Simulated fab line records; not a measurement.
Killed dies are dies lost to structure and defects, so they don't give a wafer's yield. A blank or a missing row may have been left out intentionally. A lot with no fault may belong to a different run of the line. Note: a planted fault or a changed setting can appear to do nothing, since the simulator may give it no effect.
Which tool was responsible? :: flow sky130 :: 36 wafers sampled from 12 lots at 1 step of a route of 708

WHAT THE GAUGES SHOWED, per wafer
SKY_FIELD_ISO_BOW_MEAS_00.
lot: L075
measured: day 1 15:01
on: film-metro-01
INCOMING_BOW (um): 4 14 -6

lot: L077
measured: day 2 01:01
on: film-metro-03
INCOMING_BOW (um): 4 -7 -3

lot: L079
measured: day 2 11:01
on: film-metro-04
INCOMING_BOW (um): -5 -1 -1

lot: L081
measured: day 2 21:00
on: film-metro-01
INCOMING_BOW (um): 10 17 -10

lot: L083
measured: day 3 07:02
on: film-metro-03
INCOMING_BOW (um): -1 -12 5

lot: L085
measured: day 3 17:01
on: film-metro-03
INCOMING_BOW (um): -1 -12 1

lot: L087
measured: day 4 03:01
on: film-metro-01
INCOMING_BOW (um): 5 0 5

lot: L089
measured: day 4 13:01
on: film-metro-01
INCOMING_BOW (um): 6 -2 -2

lot: L091
measured: day 4 23:00
on: film-metro-03
INCOMING_BOW (um): 6 -8 -21

lot: L093
measured: day 5 09:02
on: film-metro-01
INCOMING_BOW (um): -2 -2 -5

lot: L095
measured: day 5 19:00
on: film-metro-01
INCOMING_BOW (um): 4 -6 -8

lot: L097
measured: day 6 05:00
on: film-metro-01
INCOMING_BOW (um): -8 -6 -1

WHICH TOOL RAN EACH LOT (tool, then ch and the chambers of the sampled wafers, then the start)
Record: no process step prior to these readings.

THE ANSWER, worked out from the rows above alone
Rule: the lots themselves supply what counts as usual. Put in order of their means at a reading, lots are off if they are a third of the lots or fewer, leave a main group of 4 or more, and stand apart from it by a gap of 3 or more times the standard deviation of the main group's means; of several such gaps the widest counts. A main group is skipped when, at the precision printed for the reading in the tables above, its means are all equal. A lot without any number at a reading at which 4 lots or more have one is off too. Any other lot the step has rows for is counted as sound.
Across all readings shown, no lot is off: no conclusion can be drawn from this.

WHAT THE SIMULATOR HAD INSERTED
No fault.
